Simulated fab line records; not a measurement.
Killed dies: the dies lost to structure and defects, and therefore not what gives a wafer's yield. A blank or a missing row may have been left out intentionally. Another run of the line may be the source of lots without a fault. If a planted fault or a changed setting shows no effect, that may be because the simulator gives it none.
Problem report, 8D (eight disciplines) form, completed by code | flow gf180mcu | the parts of the form that need people (team, actions taken, sign-off) are left out

1. WHAT WENT WRONG
At GF_STI_ETCH_14, rf-fwd-power-W averages 502.5 W over 6 wafers from 2 lots, while fault-free wafers read 596.8 W, standard deviation 2. Relative to the usual mean, that is a shift of -47 standard deviations.
The step: etches Si in HBr/Cl2/O2, target depth 360 nm, time 102.9 s.
First observed at day 2 17:20: wafer L108.2, on rie-si-01. At this step, 18 wafers from 6 lots have a number in the record. Rule for "out", or "out of limits": more than 4 standard deviations from the usual mean. The rest of the wafers with a number are treated as sound.

2. WHAT IT IS, AND WHAT IT ISN'T
question                    | is                     | is not
which readings at this step | rf-fwd-power-W         | drypump-motor-current-A
which lots                  | L108, L109             | L105, L106, L125, L128
which wafers of those lots  | all that have a number | -
read on which tools         | rie-si-01              | rie-si-02
when                        | from day 2 17:20       | up to then (6 sound wafers); but 6 sound wafers of L125, L128 came after

3. SUSPECTS, AND WHAT RULES EACH OUT
Counting: a tool at any process step up to the reading remains a suspect when it ran all the lots that are out and ran no sound lot after the first of those.
- rie-si-01 at GF_STI_ETCH_14 (etches Si in HBr/Cl2/O2, target depth 360 nm, time 102.9 s): kept. It ran every lot that is out, first L108 (day 2 17:20), and no sound lot after that; its last sound lot up to then is L106 (day 2 06:26). Out on those wafers are its own readings of rf-fwd-power-W.
The count leaves rie-si-01 at GF_STI_ETCH_14.

4. THE CAUSE (what the simulator had put in)
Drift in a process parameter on rie-si-01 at GF_STI_ETCH_14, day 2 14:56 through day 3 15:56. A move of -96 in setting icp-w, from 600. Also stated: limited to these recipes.
The count eliminated every tool but this one.

5. SEQUENCE OF EFFECTS, ordered by route
Each row: a reading whose mean over the struck wafers that have a number lies more than 3 standard deviations from the usual. Readings are gone through only where the record gives a usual standard deviation; hours: the median, over the lots, of the time from a lot's start at the first step in this table giving one to that lot's start at this step; sigmas: the change measured in usual standard deviations.
hours | step           | reading        | usual      | on struck wafers | change | sigmas
0     | GF_STI_ETCH_14 | oes-product-au | 1.000 a.u. | 0.949            | -0.051 | -4.6
0     | GF_STI_ETCH_14 | rf-fwd-power-W | 596.8 W    | 502.5            | -94.3  | -47
Process steps it contains:
- GF_STI_ETCH_14: etches Si in HBr/Cl2/O2, target depth 360 nm, time 102.9 s.

6. WHAT WOULD HAVE CAUGHT IT SOONER
In this record no reading fell out of limits until day 2 17:20, 2 hours after the fault had begun at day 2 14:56.
